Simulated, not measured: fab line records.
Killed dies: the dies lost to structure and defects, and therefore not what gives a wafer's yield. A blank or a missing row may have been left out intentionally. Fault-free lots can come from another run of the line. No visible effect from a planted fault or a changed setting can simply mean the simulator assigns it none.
Struck lot and sound lot, side by side -- flow sky130 -- 16 steps out of a route of 708
Sound: the wafers L440.2, L440.3, L440.4. Struck: wafers L449.1, L449.5, L449.6. The cause is named last.
Order at every step that has rows: each side's tool, ch and its chambers, its first start. Under that, the readings that differ: sound wafers -- struck wafers -- difference of the means -- sigmas: that difference in standard deviations of wafers without a fault.
alike: readings whose means differ by less than 2 such deviations, and words and numbers that are the same on both sides. not compared: withheld readings, readings that some wafer has no value for, bounds like >300 that may hide the same value, and numbers for which the record gives no deviation and whose values overlap.
A row with sigmas, a row that says differs or no value, or rows on one side alone: a step with any of these is where the two part. When numbers do not overlap yet have no deviation, they are printed without sigmas and do not part them. Lack of a reading on every wafer of one side parts them only where that side has two or more wafers.

SKY_VIA1_BOW_MEAS_03:
  sound on filmMetro-04, day 33 17:03; struck on filmMetro-02, day 37 00:06
  alike: VIA1_BOW
then, 8 steps without rows for these wafers: SKY_VIA1_DEHYDRATE_04 (time 60 s); SKY_VIA1_HMDS_05 (prime time 60 s); SKY_VIA1_COAT_06 (resist thk 60 nm); SKY_VIA1_COAT_07 (resist thk 450 nm); SKY_VIA1_SOFTBAKE_08 (time 90 s); SKY_VIA1_EXPOSE_09 (exposes mask VIM, target cd 150 nm); SKY_VIA1_PEB_10; SKY_VIA1_DEVELOP_11 (develop time 60 s).
SKY_VIA1_CD_MEAS_12 targets a cd of 150 nm.
  sound on cdSem-01, day 34 20:19; struck on cdSem-01, day 38 03:10
  alike: cdNm
SKY_VIA1_OVL_MEAS_13:
  sound on overlay-02, day 34 20:25; struck on overlay-01, day 38 03:17
  alike: VIA1_OVL
SKY_VIA1_ETCH_14: etches BARC in N2/H2, stops on SiO2, time 45.9 s, target depth 60 nm.
  sound on rieDiel-04 ch 1,2,3, day 34 20:26; struck on rieDiel-04 ch 1,2,3, day 38 03:19
  alike: drypumpMotorCurrentA, oesProductAu, throttleValvePct
  not compared: rfHoursCounterH
SKY_VIA1_ETCH_15: etches SiO2 in C4F8/O2/Ar, stops on TiN, target depth 351 nm, time 54 s.
  sound on rieDiel-04 ch 1,2,3, day 34 20:29; struck on rieDiel-04 ch 1,2,3, day 38 03:22
reading,sound,struck,difference,sigmas
model.KrF-thick_of_VIA1_COAT_07.thkNm (nm),322.6 321.1 325.1,279 277.1 274.3,-46,
model.VIA1.featureDepthNm (nm),345.1 345.9 345.4,352.8 354.4 351.3,+7.4,
model.TiN_of_METAL1_SPUTTER_04.thkNm (nm),68.69 69.17 69.28,61.24 61.35 61.39,-7.72,
  alike: oesProductAu
SKY_VIA1_STRIP_16: strips in O2/N2.
  sound on plasmaAsher-03 ch 0,1, day 34 20:32; struck on plasmaAsher-01 ch 0,1, day 38 03:25
reading,sound,struck,difference,sigmas
oesProductAu (a.u.),0.417 0.418 0.420,0.399 0.402 0.402,-0.017,-4
stripTimeToEndpointS (s),4.452 4.460 4.495,4.026 3.983 3.970,-0.476,-24
  alike: drypumpMotorCurrentA
  not compared: rfHoursCounterH
then, 1 step without rows for these wafers: SKY_VIA1_STRIP_17 (strips in post etch residue remover, time 1200 s).
-- the record jumps here: 11 days lie between the struck wafers' starts before and after (it left off in module VIA1 and takes up again in module PAD_OPEN, whose first step shown is number 708 of the route) --
SKY_PAD_OPEN_PROBE_99:
  the record has rows for the struck wafers here (prober-02, day 48 18:04) and none for the sound ones

== WHERE THEY PART ==
Earliest at SKY_VIA1_STRIP_16; latest, in this record, at SKY_PAD_OPEN_PROBE_99.

WHY: the cause the simulator had injected
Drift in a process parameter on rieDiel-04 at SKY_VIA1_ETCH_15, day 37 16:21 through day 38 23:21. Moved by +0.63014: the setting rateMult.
